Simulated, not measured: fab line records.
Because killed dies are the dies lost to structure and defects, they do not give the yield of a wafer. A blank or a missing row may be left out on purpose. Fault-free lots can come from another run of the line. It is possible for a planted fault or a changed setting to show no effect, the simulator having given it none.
Matching of chambers	flow gf180mcu	GF_STI_ETCH_14 on rie si-01 has 4 sister chambers
The step etches Si in HBr/Cl2/O2, target depth 360 nm, time 102.9 s. 4 wafers are shown with their chamber, then 12 later ones without.

## WAFERS WITH THEIR CHAMBER
wafer	chamber	drypump motor current A (A)
L087.2	3	5.2
L088.1	2	5.2
L091.2	0	4.8
L091.6	1	5.3

## WAFERS WHOSE CHAMBER IS MISSING
wafer	drypump motor current A (A)
L092.4	4.9
L092.5	5.3
L092.6	4.9
L093.2	5.1
L093.3	4.9
L093.5	4.9
L094.2	5.2
L094.4	5.3
L094.6	4.9
L097.3	5.1
L097.4	5.3
L097.6	5.3

## WHICH CHAMBER EACH ONE RAN IN
wafer	from the rows above	in truth
L092.4	0	0
L092.5	can't be placed: 1 or 2 or 3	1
L092.6	0	0
L093.2	can't be placed: 2 or 3 or 1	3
L093.3	0	0
L093.5	0	0
L094.2	can't be placed: 2 or 3 or 1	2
L094.4	can't be placed: 1 or 2 or 3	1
L094.6	0	0
L097.3	can't be placed: 2 or 3 or 1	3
L097.4	can't be placed: 1 or 2 or 3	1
L097.6	can't be placed: 1 or 2 or 3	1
Placed correctly: 5 of 12. Not placeable from these rows: 7 (in 7, the candidates include the true chamber). 0 placed wrongly.
How it was worked out, from the rows above alone: a wafer's distance from a chamber is the root of the sum, over the readings, of the square of ((its reading less the chamber's mean) divided by the reading's scatter). If the next closest chamber is less than 2 further off than the closest, the wafer can't be placed; otherwise it belongs to the closest. For every chamber, the mean is computed from those of its wafers that are shown. The scatter: root of mean squared gap, hidden wafer to nearest shown wafer, with one shown wafer a chamber.
